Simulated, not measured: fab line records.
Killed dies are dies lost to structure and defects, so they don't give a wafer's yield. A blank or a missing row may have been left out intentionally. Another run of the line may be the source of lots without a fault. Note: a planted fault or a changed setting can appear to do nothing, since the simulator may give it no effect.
fab line records	flow sky130	part 1 of 2: steps 1 to 29 of 42
record: lots: 5	wafers: 15	lastDay: 50
route steps=708 shown LDD_LDN@298 SPACER@304 POLY_CUT@307 SD_P@320 RES_XHIGH@332
lots that met no fault: taken from a fault-free run of the same line
startH: start of the lot's first displayed wafer, in hours after the record's first day	waitH: hours since the lot's step before	" same as the row above	L1.1+2: a single row standing in for several wafers	- no value present, or no start provided	* or withheld: withheld	< > ~ a bound
route shown NAME@n: names a module that has steps shown in the file, with the first one's number in the route	usual: the fault-free wafers' mean and standard deviation	same: alike in all rows	chamber/n: place in a boat	sites: per-site readings	_std_site: their standard deviation	_edge_site: outer sites' mean less inner sites'	radiusMm: how far each site lies from the wafer's centre	mask NAME#n: copy n	behind: the tool/chamber that last shaped the wafer	hold: what put the lot on hold/how long, in hours/how the hold closed	device: which transistor (n, p or np) failed to switch	end of line: tests run on the same wafers once the route is complete	a step without rows: its recipe alone	killed: count of dies lost to structure and defects at first sort (not the wafer's yield)	map: dies across one wafer; x = killed, . = not, _ = none there
set.NAME: the run value of the setting; set.NAME@STEP: its run value at that earlier step	model.NAME: the simulator's own value behind a step, which no gauge read
lots seen at some steps along the route; tables by step, rows by wafer
services: a tool's chamber out of use, with start hour (startH, from the record's first day; less than 0 if before it), hours out, and reason
== steps ==
step: SKY_LDD_LDN_IMPLANT_09
recipe: species: As	energyKev: 15	doseCm2: 1.25e+13	tiltDeg: withheld	rotationDeg: 113
lot.wafer	tool	chamber	startH	waitH
L075.1+2+3	implanter-03	0	514.46	0.1
L078.3+4+5	implanter-03	0	543.76	0.1
L090.3+4+6	implanter-03	0	654.10	0.1
L093.1+3+5	implanter-03	0	722.05	0.1
L094.1+5+6	implanter-03	0	725.42	0.1
step: SKY_LDD_LDN_IMPLANT_10
recipe: species: As	energyKev: 15	doseCm2: 1.25e+13	tiltDeg: withheld	rotationDeg: 203
lot.wafer	tool	chamber	startH	waitH
L075.1+2+3	implanter-03	0	514.61	0.1
L078.3+4+5	implanter-03	0	543.91	0.1
L090.3+4+6	implanter-03	0	654.25	0.1
L093.1+3+5	implanter-03	0	722.20	0.1
L094.1+5+6	implanter-03	0	725.57	0.1
step: SKY_LDD_LDN_IMPLANT_11
recipe: species: As	energyKev: 15	doseCm2: 1.25e+13	tiltDeg: withheld	rotationDeg: 293
lot.wafer	tool	chamber	startH	waitH
L075.1+2+3	implanter-03	0	514.76	0.1
L078.3+4+5	implanter-03	0	544.06	0.1
L090.3+4+6	implanter-03	0	654.40	0.1
L093.1+3+5	implanter-03	0	722.35	0.1
L094.1+5+6	implanter-03	0	725.72	0.1
step: SKY_LDD_LDN_STRIP_12
recipe: chemistry: O2/N2	powerW: 1400	pressureMtorr: 1500	platenTempC: withheld	o2FlowSccm: 3000	n2FlowSccm: 300	overashFraction: 0.5
usual: drypumpMotorCurrentA: 5.9/0.36	o2FlowSccm: 3000/9.7	oesProductAu: 0.715/0.0046	stripTimeToEndpointS: 14.18/0.055
same: overashFraction: 0.5
lot.wafer	tool	chamber	startH	waitH	drypumpMotorCurrentA	o2FlowSccm	oesProductAu	rfHoursCounterH	stripTimeToEndpointS
L075.1	plasmaAsher-04	0	514.91	0.1	6.0	3012	0.715	80	14.28
L075.2	"	1	"	"	5.8	2984	0.705	80	14.29
L075.3	"	1	"	"	5.8	2987	0.722	-	14.30
L078.3	plasmaAsher-04	1	544.20	0.1	5.8	2999	0.721	-	14.10
L078.4	"	0	"	"	6.0	2997	0.716	-	14.16
L078.5	"	1	"	"	5.8	2995	0.717	-	14.17
L090.3	plasmaAsher-02	0	654.53	0.1	6.4	2997	0.722	-	14.15
L090.4	"	1	"	"	5.7	2985	0.710	-	14.16
L090.6	"	0	"	"	6.4	3001	0.717	-	14.19
L093.1	plasmaAsher-02	0	722.50	0.1	6.3	3004	0.714	91	14.15
L093.3	"	0	"	"	6.3	3000	0.706	-	14.12
L093.5	"	1	"	"	5.6	2999	0.717	-	14.09
L094.1	plasmaAsher-01	1	725.87	0.1	5.8	3002	0.714	62	14.19
L094.5	"	0	"	"	5.0	2992	0.702	-	14.20
L094.6	"	1	"	"	5.8	2998	0.719	-	14.19
step: SKY_LDD_LDN_TW_MEAS_13
usual: LDD_LDN_TW: 1476/14
lot.wafer	tool	chamber	startH	waitH	LDD_LDN_TW
L075.1	filmMetro-03	-	515.01	0.1	1469
L075.2	"	-	"	"	1474
L075.3	"	-	"	"	1470
L078.3	filmMetro-02	-	544.28	0.1	1485
L078.4	"	-	"	"	1485
L078.5	"	-	"	"	1492
L090.3	filmMetro-04	-	654.62	0.1	1493
L090.4	"	-	"	"	1489
L090.6	"	-	"	"	1494
L093.1	filmMetro-03	-	722.60	0.1	1453
L093.3	"	-	"	"	1454
L093.5	"	-	"	"	1453
L094.1	filmMetro-03	-	725.97	0.1	1456
L094.5	"	-	"	"	1446
L094.6	"	-	"	"	1457
step: SKY_LDD_LDN_CLEAN_14
recipe: chemistry: SC1/SC2	mix: 1:4:20	tempC: 70	timeS: 150	dry: n2Spin
lot.wafer	tool	chamber	startH	waitH
L075.1+2+3	wetBench-01	2	515.07	0.1
L078.3+4+5	wetBench-01	2	544.32	0.0
L090.3+4+6	wetBench-03	0	654.66	0.0
L093.1+3+5	wetBench-04	2	722.66	0.1
L094.1+5+6	wetBench-04	0	726.03	0.1
step: SKY_SPACER_CVD_00
recipe: material: Si3N4	precursor: DCS/NH3	targetThkNm: 43.1	tempC: 770	timeS: 740	pressureMtorr: 250
usual: zonePowerCentrePct: 13.5/1.2
lot.wafer	tool	chamber	startH	waitH	zonePowerCentrePct
L075.1	lpcvd-02	0	515.13	0.0	14.6
L075.2	"	0	"	"	14.5
L075.3	"	0	"	"	14.7
L078.3	lpcvd-02	0	544.87	0.5	14.7
L078.4	"	0	"	"	14.6
L078.5	"	0	"	"	15.0
L090.3	lpcvd-02	1	655.12	0.4	12.2
L090.4	"	1	"	"	12.5
L090.6	"	1	"	"	12.0
L093.1	lpcvd-02	1	724.03	1.3	12.3
L093.3	"	1	"	"	12.4
L093.5	"	1	"	"	12.3
L094.1	lpcvd-02	1	728.85	2.8	12.4
L094.5	"	1	"	"	12.3
L094.6	"	1	"	"	12.2
step: SKY_SPACER_THK_MEAS_01
recipe: reads: Si3N4_of_SPACER_CVD_00
usual: SPACER_CVD_00_THK: 42.9/0.35
lot.wafer	tool	chamber	startH	waitH	SPACER_CVD_00_THK[nm]
L075.1	filmMetro-04	-	516.93	0.0	42.9
L075.2	"	-	"	"	43.1
L075.3	"	-	"	"	43.2
L078.3	filmMetro-04	-	546.70	0.0	42.6
L078.4	"	-	"	"	42.6
L078.5	"	-	"	"	42.3
L090.3	filmMetro-04	-	656.34	0.0	42.6
L090.4	"	-	"	"	43.0
L090.6	"	-	"	"	43.0
L093.1	filmMetro-03	-	725.24	0.0	42.7
L093.3	"	-	"	"	42.6
L093.5	"	-	"	"	43.0
L094.1	filmMetro-04	-	730.06	0.0	42.7
L094.5	"	-	"	"	43.0
L094.6	"	-	"	"	42.9
step: SKY_SPACER_ETCHBACK_02
recipe: chemistry: CH3F/O2	target: Si3N4	stopOn: SiO2	sourceW: 400	biasW: 80	pressureMtorr: 25	ch3fFlowSccm: 40	O2_flow_sccm: 30	timeS: 46.7	targetDepthA: 450
usual: drypumpMotorCurrentA: 5.5/0.41	oesProductAu: 0.853/0.006	throttleValvePct: 10.561/0.0094
lot.wafer	tool	chamber	startH	waitH	drypumpMotorCurrentA	oesProductAu	rfHoursCounterH	throttleValvePct
L075.1	rieDiel-04	3	516.99	0.1	5.2	0.849	3	10.563
L075.2	"	1	"	"	4.9	0.848	4	10.565
L075.3	"	2	"	"	5.7	0.864	71	10.563
L078.3	rieDiel-04	3	546.74	0.0	5.2	0.850	3	10.533
L078.4	"	1	"	"	4.9	0.844	5	10.552
L078.5	"	3	"	"	5.2	0.847	-	10.563
L090.3	rieDiel-01	2	656.38	0.0	6.2	0.840	38	10.554
L090.4	"	0	"	"	4.9	0.852	46	10.571
L090.6	"	3	"	"	5.6	0.858	-	10.569
L093.1	rieDiel-04	2	725.30	0.1	5.7	0.857	2	10.564
L093.3	"	1	"	"	4.9	0.842	8	10.575
L093.5	"	3	"	"	5.2	0.853	-	10.571
L094.1	rieDiel-02	0	730.12	0.1	5.4	0.856	18	10.557
L094.5	"	0	"	"	5.4	0.849	-	10.571
L094.6	"	1	"	"	5.6	0.851	-	10.557
step: SKY_POLY_CUT_DEHYDRATE_00
recipe: tempC: 200	timeS: 60
usual: heaterPowerTotalW: 160.37/0.13
lot.wafer	tool	chamber	startH	waitH	heaterPowerTotalW
L075.1	lithoTrack-01	0	531.24	14.2	160.49
L075.2	"	0	"	"	160.30
L075.3	"	0	"	"	160.25
L078.3	lithoTrack-01	0	561.39	14.6	160.28
L078.4	"	0	"	"	160.54
L078.5	"	0	"	"	160.35
L090.3	lithoTrack-02	0	670.13	13.7	160.40
L090.4	"	0	"	"	160.55
L090.6	"	0	"	"	160.31
L093.1	lithoTrack-01	0	737.99	12.7	160.55
L093.3	"	0	"	"	160.55
L093.5	"	0	"	"	160.31
L094.1	lithoTrack-01	0	742.44	12.3	160.30
L094.5	"	0	"	"	160.16
L094.6	"	0	"	"	160.38
step: SKY_POLY_CUT_HMDS_01
recipe: primeTimeS: 60	primeTempC: 120
lot.wafer	tool	chamber	startH	waitH
L075.1+2+3	lithoTrack-01	0	531.39	0.1
L078.3+4+5	lithoTrack-01	0	561.54	0.1
L090.3+4+6	lithoTrack-02	0	670.28	0.1
L093.1+3+5	lithoTrack-01	0	738.14	0.1
L094.1+5+6	lithoTrack-01	0	742.59	0.1
step: SKY_POLY_CUT_COAT_02
recipe: resist: BARC	tempC: withheld	timeS: withheld	spinRpm: 3000	resistThkNm: 60
lot.wafer	tool	chamber	startH	waitH
L075.1+2+3	lithoTrack-01	0	531.54	0.1
L078.3+4+5	lithoTrack-01	0	561.69	0.1
L090.3+4+6	lithoTrack-02	0	670.43	0.1
L093.1+3+5	lithoTrack-01	0	738.29	0.1
L094.1+5+6	lithoTrack-01	0	742.74	0.1
step: SKY_POLY_CUT_COAT_03
recipe: resist: KrF-thick	spinRpm: 3000	resistThkNm: 450
lot.wafer	tool	chamber	startH	waitH
L075.1+2+3	lithoTrack-01	0	-	-
L078.3+4+5	lithoTrack-01	0	-	-
L090.3+4+6	lithoTrack-02	0	-	-
L093.1+3+5	lithoTrack-01	0	-	-
L094.1+5+6	lithoTrack-01	0	-	-
step: SKY_POLY_CUT_SOFTBAKE_04
recipe: tempC: 100	timeS: 90	resist: KrF-thick
usual: heaterPowerTotalW: 57.35/0.12
lot.wafer	tool	chamber	startH	waitH	heaterPowerTotalW
L075.1	lithoTrack-01	0	-	-	57.45
L075.2	"	0	"	"	57.35
L075.3	"	0	"	"	57.40
L078.3	lithoTrack-01	0	-	-	57.45
L078.4	"	0	"	"	57.29
L078.5	"	0	"	"	57.45
L090.3	lithoTrack-02	0	-	-	57.23
L090.4	"	0	"	"	57.22
L090.6	"	0	"	"	57.14
L093.1	lithoTrack-01	0	-	-	57.18
L093.3	"	0	"	"	57.22
L093.5	"	0	"	"	57.21
L094.1	lithoTrack-01	0	-	-	57.48
L094.5	"	0	"	"	57.50
L094.6	"	0	"	"	57.23
step: SKY_POLY_CUT_EXPOSE_05
recipe: maskId: NPCM	na: 0.8	sourceShape: annular	sigmaInner: 0.55	sigmaOuter: 0.85	targetCdNm: 270	doseMj: 32
lot.wafer	tool	chamber	startH	waitH	mask
L075.1+2+3	krfScanner-02	0	-	-	NPCM#0
L078.3+4+5	krfScanner-01	0	-	-	NPCM#0
L090.3+4+6	krfScanner-01	0	-	-	NPCM#0
L093.1+3+5	krfScanner-02	0	-	-	NPCM#0
L094.1+5+6	krfScanner-02	0	-	-	NPCM#0
step: SKY_POLY_CUT_PEB_06
recipe: pebTempC: withheld	pebTimeS: withheld	resist: KrF-thick
lot.wafer	tool	chamber	startH	waitH
L075.1+2+3	lithoTrack-01	0	-	-
L078.3+4+5	lithoTrack-01	0	-	-
L090.3+4+6	lithoTrack-02	0	-	-
L093.1+3+5	lithoTrack-03	0	-	-
L094.1+5+6	lithoTrack-02	0	-	-
step: SKY_POLY_CUT_DEVELOP_07
recipe: developTimeS: 60	resist: KrF-thick	devTempC: 21
same: developTimeS: 60
lot.wafer	tool	chamber	startH	waitH
L075.1+2+3	lithoTrack-01	0	-	-
L078.3+4+5	lithoTrack-01	0	-	-
L090.3+4+6	lithoTrack-02	0	-	-
L093.1+3+5	lithoTrack-03	0	-	-
L094.1+5+6	lithoTrack-02	0	-	-
step: SKY_POLY_CUT_CD_MEAS_08
recipe: targetCdNm: 270
usual: cdNm: 269.8/1.5
lot.wafer	tool	chamber	startH	waitH	cdNm
L075.1	cdSem-02	-	545.74	-	270.5
L075.2	"	-	"	"	270.5
L075.3	"	-	"	"	269.1
L078.3	cdSem-01	-	576.38	-	267.0
L078.4	"	-	"	"	267.0
L078.5	"	-	"	"	266.8
L090.3	cdSem-01	-	684.27	-	268.5
L090.4	"	-	"	"	270.4
L090.6	"	-	"	"	269.4
L093.1	cdSem-02	-	752.31	-	269.2
L093.3	"	-	"	"	269.6
L093.5	"	-	"	"	268.0
L094.1	cdSem-01	-	756.88	-	271.3
L094.5	"	-	"	"	272.3
L094.6	"	-	"	"	271.5
step: SKY_POLY_CUT_OVL_MEAS_09
usual: POLY_CUT_OVL: -2/5.2
lot.wafer	tool	chamber	startH	waitH	POLY_CUT_OVL[nm]
L075.1	overlay-02	-	545.86	0.1	-3
L075.2	"	-	"	"	1
L075.3	"	-	"	"	9
L078.3	overlay-02	-	576.47	0.1	4
L078.4	"	-	"	"	2
L078.5	"	-	"	"	-1
L090.3	overlay-01	-	684.36	0.1	-7
L090.4	"	-	"	"	-4
L090.6	"	-	"	"	0
L093.1	overlay-01	-	752.43	0.1	-4
L093.3	"	-	"	"	-8
L093.5	"	-	"	"	-10
L094.1	overlay-01	-	757.00	0.1	-8
L094.5	"	-	"	"	2
L094.6	"	-	"	"	-2
step: SKY_POLY_CUT_ETCH_10
recipe: chemistry: N2/H2	target: BARC	ionEnergyEv: 200	sourceW: 500	biasW: 100	pressureMtorr: 30	n2FlowSccm: 100	h2FlowSccm: 200	stopOn: SiO2	timeS: 45.9	targetDepthA: 600
usual: drypumpMotorCurrentA: 5.6/0.48	oesProductAu: 0.855/0.0052	throttleValvePct: 13.225/0.0085
lot.wafer	tool	chamber	startH	waitH	drypumpMotorCurrentA	oesProductAu	rfHoursCounterH	throttleValvePct
L075.1	rieDiel-01	2	545.89	0.0	6.2	0.857	35	13.226
L075.2	"	3	"	"	5.7	0.858	78	13.225
L075.3	"	0	"	"	4.9	0.859	43	13.216
L078.3	rieDiel-01	2	576.49	0.0	6.2	0.855	36	13.220
L078.4	"	1	"	"	6.0	0.852	42	13.222
L078.5	"	0	"	"	4.9	0.860	-	13.228
L090.3	rieDiel-01	1	684.38	0.0	6.0	0.863	45	13.240
L090.4	"	0	"	"	4.9	0.858	46	13.234
L090.6	"	2	"	"	6.2	0.853	-	13.241
L093.1	rieDiel-04	0	752.47	0.0	5.6	0.856	1	13.222
L093.3	"	1	"	"	4.9	0.854	9	13.237
L093.5	"	1	"	"	4.9	0.858	-	13.231
L094.1	rieDiel-01	2	757.03	0.0	6.2	0.848	41	13.234
L094.5	"	1	"	"	6.0	0.852	-	13.231
L094.6	"	2	"	"	6.2	0.849	-	13.210
step: SKY_POLY_CUT_ETCH_11
recipe: target: Si3N4	chemistry: CF4/CH2F2/Ar	stopOn: poly-Si	sourceW: 600	biasW: 150	pressureMtorr: 40	cf4FlowSccm: 40	ch2f2FlowSccm: 20	Ar_flow_sccm: 150	timeS: 42.5	targetDepthA: 600
usual: drypumpMotorCurrentA: 5.6/0.48	mfcArSccm: 150.0/0.43	oesProductAu: 0.829/0.0064	throttleValvePct: 14.994/0.0091
lot.wafer	tool	chamber	startH	waitH	drypumpMotorCurrentA	mfcArSccm	oesProductAu	rfHoursCounterH	throttleValvePct
L075.1	rieDiel-01	2	545.94	0.0	6.2	149.9	0.827	35	14.994
L075.2	"	3	"	"	5.7	150.6	0.824	78	14.987
L075.3	"	0	"	"	4.9	149.6	0.827	43	14.991
L078.3	rieDiel-01	2	576.54	0.0	6.3	149.3	0.818	36	14.995
L078.4	"	1	"	"	6.0	149.4	0.835	42	14.996
L078.5	"	0	"	"	4.9	150.3	0.816	-	14.995
L090.3	rieDiel-01	1	684.42	0.0	6.0	149.5	0.829	45	14.988
L090.4	"	0	"	"	5.0	150.7	0.826	46	14.995
L090.6	"	2	"	"	6.2	150.5	0.830	-	15.015
L093.1	rieDiel-04	0	752.51	0.0	5.6	150.2	0.836	1	14.992
L093.3	"	1	"	"	4.9	150.3	0.832	9	14.988
L093.5	"	1	"	"	4.9	150.1	0.841	-	14.994
L094.1	rieDiel-01	2	757.07	0.0	6.3	149.9	0.828	41	14.993
L094.5	"	1	"	"	6.0	149.4	0.819	-	14.995
L094.6	"	2	"	"	6.3	149.8	0.823	-	15.016
step: SKY_POLY_CUT_STRIP_12
recipe: chemistry: O2/N2	powerW: 1400	pressureMtorr: 1500	platenTempC: withheld	o2FlowSccm: 3000	n2FlowSccm: 300	overashFraction: 0.5
usual: drypumpMotorCurrentA: 5.7/0.39	o2FlowSccm: 3001/9.4	oesProductAu: 0.452/0.0045	stripTimeToEndpointS: 5.357/0.02
same: overashFraction: 0.5
lot.wafer	tool	chamber	startH	waitH	drypumpMotorCurrentA	o2FlowSccm	oesProductAu	rfHoursCounterH	stripTimeToEndpointS
L075.1	plasmaAsher-02	1	545.98	0.0	5.7	3000	0.457	75	5.386
L075.2	"	0	"	"	6.3	2999	0.448	75	5.375
L075.3	"	1	"	"	5.7	2995	0.453	-	5.386
L078.3	plasmaAsher-02	1	576.61	0.1	5.7	3008	0.456	-	5.344
L078.4	"	0	"	"	6.3	2981	0.452	-	5.367
L078.5	"	1	"	"	5.7	2997	0.454	-	5.356
L090.3	plasmaAsher-04	0	684.50	0.1	6.0	2994	0.449	-	5.359
L090.4	"	1	"	"	5.8	3019	0.456	-	5.354
L090.6	"	0	"	"	6.0	2993	0.449	-	5.374
L093.1	plasmaAsher-03	0	752.55	0.0	5.1	2997	0.459	32	5.358
L093.3	"	1	"	"	5.7	3005	0.452	-	5.346
L093.5	"	0	"	"	5.1	3001	0.440	-	5.366
L094.1	plasmaAsher-03	1	757.12	0.0	5.7	3002	0.437	32	5.352
L094.5	"	1	"	"	5.7	3009	0.454	-	5.324
L094.6	"	0	"	"	5.1	3008	0.451	-	5.327
step: SKY_SD_P_DEHYDRATE_00
recipe: tempC: 200	timeS: 60
usual: heaterPowerTotalW: 160.38/0.12
lot.wafer	tool	chamber	startH	waitH	heaterPowerTotalW
L075.1	lithoTrack-01	0	560.74	14.7	160.30
L075.2	"	0	"	"	160.45
L075.3	"	0	"	"	160.30
L078.3	lithoTrack-01	0	591.04	14.4	160.28
L078.4	"	0	"	"	160.27
L078.5	"	0	"	"	160.36
L090.3	lithoTrack-01	0	698.59	14.1	160.15
L090.4	"	0	"	"	160.45
L090.6	"	0	"	"	160.55
L093.1	lithoTrack-03	0	765.81	13.2	160.17
L093.3	"	0	"	"	160.22
L093.5	"	0	"	"	160.27
L094.1	lithoTrack-01	0	770.24	13.1	160.48
L094.5	"	0	"	"	160.41
L094.6	"	0	"	"	160.40
step: SKY_SD_P_HMDS_01
recipe: primeTimeS: 60	primeTempC: 120
lot.wafer	tool	chamber	startH	waitH
L075.1+2+3	lithoTrack-01	0	560.89	0.1
L078.3+4+5	lithoTrack-01	0	591.19	0.1
L090.3+4+6	lithoTrack-01	0	698.74	0.1
L093.1+3+5	lithoTrack-03	0	765.96	0.1
L094.1+5+6	lithoTrack-01	0	770.39	0.1
step: SKY_SD_P_COAT_02
recipe: resist: NOVOLAK	spinRpm: 3000	resistThkNm: 1140
lot.wafer	tool	chamber	startH	waitH
L075.1+2+3	lithoTrack-01	0	561.04	0.1
L078.3+4+5	lithoTrack-01	0	591.34	0.1
L090.3+4+6	lithoTrack-01	0	698.89	0.1
L093.1+3+5	lithoTrack-03	0	766.11	0.1
L094.1+5+6	lithoTrack-01	0	770.54	0.1
step: SKY_SD_P_SOFTBAKE_03
recipe: tempC: 90	timeS: 60	resist: NOVOLAK
usual: heaterPowerTotalW: 56.60/0.04
lot.wafer	tool	chamber	startH	waitH	heaterPowerTotalW
L075.1	lithoTrack-01	0	561.19	0.1	56.62
L075.2	"	0	"	"	56.64
L075.3	"	0	"	"	56.62
L078.3	lithoTrack-01	0	591.49	0.1	56.61
L078.4	"	0	"	"	56.64
L078.5	"	0	"	"	56.63
L090.3	lithoTrack-01	0	699.04	0.1	56.58
L090.4	"	0	"	"	56.66
L090.6	"	0	"	"	56.62
L093.1	lithoTrack-03	0	766.26	0.1	56.62
L093.3	"	0	"	"	56.59
L093.5	"	0	"	"	56.60
L094.1	lithoTrack-01	0	770.69	0.1	56.63
L094.5	"	0	"	"	56.65
L094.6	"	0	"	"	56.59
step: SKY_SD_P_EXPOSE_04
recipe: maskId: PSDM	na: 0.6	sourceShape: conventional	sigmaOuter: 0.6	polarization: unpolarized	targetCdNm: 380	doseMj: 138
lot.wafer	tool	chamber	startH	waitH	mask
L075.1+2+3	ilineStepper-01	0	-	-	PSDM#0
L078.3+4+5	ilineStepper-02	0	-	-	PSDM#0
L090.3+4+6	ilineStepper-02	0	-	-	PSDM#0
L093.1+3+5	ilineStepper-02	0	-	-	PSDM#0
L094.1+5+6	ilineStepper-02	0	-	-	PSDM#0
step: SKY_SD_P_PEB_05
recipe: tempC: withheld	timeS: *	resist: NOVOLAK
lot.wafer	tool	chamber	startH	waitH
L075.1+2+3	lithoTrack-01	0	-	-
L078.3+4+5	lithoTrack-03	0	-	-
L090.3+4+6	lithoTrack-04	0	-	-
L093.1+3+5	lithoTrack-04	0	-	-
L094.1+5+6	lithoTrack-04	0	-	-
step: SKY_SD_P_DEVELOP_06
recipe: resist: NOVOLAK	developer: TMAH	developTimeS: 60	devTempC: 23
same: developTimeS: 60
lot.wafer	tool	chamber	startH	waitH
L075.1+2+3	lithoTrack-01	0	575.84	0.1
L078.3+4+5	lithoTrack-03	0	605.76	0.1
L090.3+4+6	lithoTrack-04	0	713.31	0.1
L093.1+3+5	lithoTrack-04	0	779.46	0.1
L094.1+5+6	lithoTrack-04	0	783.86	0.1
